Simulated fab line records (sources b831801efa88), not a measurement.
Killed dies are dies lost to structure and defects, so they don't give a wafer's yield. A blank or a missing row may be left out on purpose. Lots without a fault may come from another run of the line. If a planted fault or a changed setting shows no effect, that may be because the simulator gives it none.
8D (eight disciplines) problem report, filled in by code + flow sky130 + the parts of the form that need people (team, actions taken, sign-off) are left out

== 1. PROBLEM STATEMENT ==
Mean of cathodeDcPowerW at SKY_METAL5_SPUTTER_04: 5753.1 W across 2 wafers in 2 lots; on wafers with no fault it is 6500.2 W (standard deviation 1.3). That is -99 or more standard deviations from the usual mean.
The step: material TiN, target thk 70 nm, time 58.3 s.
First observed at day 45 12:04: wafer L916.6, on pvdSputter-01. At this step, 18 wafers from 6 lots have a number in the record. The rule behind "out" and "out of limits": a value lying over 4 standard deviations away from the usual mean. Any other wafer with a number is counted as sound.

== 2. WHAT IT IS; WHAT IT IS NOT ==
| question                    | is                | is not                                                                         |
|-----------------------------|-------------------|--------------------------------------------------------------------------------|
| which readings at this step | cathodeDcPowerW   | throttleValvePct                                                               |
| which lots                  | L916, L918        | L911, L915, L926, L929                                                         |
| which wafers of those lots  | L916.6, L918.3    | L916.1, L916.5, L918.4, L918.6                                                 |
| read on which tools         | pvdSputter-01     | pvdSputter-04                                                                  |
| when                        | from day 45 12:04 | up to then (8 sound wafers); but 8 sound wafers of L918, L926, L929 came after |

== 3. WHAT RULES OUT EACH SUSPECT ==
Counting: a tool at a process step up to the reading stays a suspect if it ran every lot that is out. Sound lots after the first of them don't rule it out here, since some wafers of a struck lot are sound.
- pvdSputter-01 at SKY_METAL5_SPUTTER_00 (material Ti, target thk 15 nm, time 10 s): kept. Every lot that is out went through it, the first being L916 (day 45 11:58); the last sound lot it ran before that was L915 (day 44 18:23).
- pvdSputter-01 at SKY_METAL5_SPUTTER_01 (material TiN, target thk 20 nm, time 16.7 s): kept. Every lot that is out went through it, the first being L916 (day 45 11:59); the last sound lot it ran before that was L915 (day 44 18:24).
- pvdSputter-01 at SKY_METAL5_SPUTTER_03 (material Ti, target thk 5 nm, time 3.3 s): kept. Every lot that is out went through it, the first being L916 (day 45 12:03); the last sound lot it ran before that was L915 (day 44 18:29).
- pvdSputter-01 at SKY_METAL5_SPUTTER_04 (material TiN, target thk 70 nm, time 58.3 s): kept. Every lot that is out went through it, the first being L916 (day 45 12:04); the last sound lot it ran before that was L915 (day 44 18:30). Its own cathodeDcPowerW readings are out on those wafers.
Left after counting: pvdSputter-01 at SKY_METAL5_SPUTTER_00, pvdSputter-01 at SKY_METAL5_SPUTTER_01, pvdSputter-01 at SKY_METAL5_SPUTTER_03, pvdSputter-01 at SKY_METAL5_SPUTTER_04.

== 4. THE CAUSE (what the simulator had put in) ==
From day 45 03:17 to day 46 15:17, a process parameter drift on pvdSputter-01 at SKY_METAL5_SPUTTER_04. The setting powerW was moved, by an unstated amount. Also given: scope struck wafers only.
This tool is one of the 4 suspects left after counting.

== 5. SEQUENCE OF EFFECTS, ordered by route ==
Each row: a reading where the mean over the struck wafers with a number is more than 3 standard deviations away from the usual. Scope: only readings with a usual standard deviation given in the record; hours: median across lots of the time from each lot's start at the first step in this table that gives one to its start at this step; sigmas: change in usual standard deviations.
| hours | step                  | reading         | usual    | on struck wafers | change | sigmas      |
|-------|-----------------------|-----------------|----------|------------------|--------|-------------|
| 0     | SKY_METAL5_SPUTTER_04 | cathodeDcPowerW | 6500.2 W | 5753.1           | -747.1 | -99 or more |
Its process steps:
- SKY_METAL5_SPUTTER_04: material TiN, target thk 70 nm, time 58.3 s.
Later steps that measure or inspect, where all struck wafers having a row at the step show a number for every such reading and not one has moved that far: SKY_METAL5_RS_MEAS_05, SKY_METAL5_THK_MEAS_06.

== 6. HOW IT WOULD HAVE BEEN CAUGHT EARLIER ==
The fault began at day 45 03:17; the first out-of-limits reading in this record came at day 45 12:04, 9 hours later.
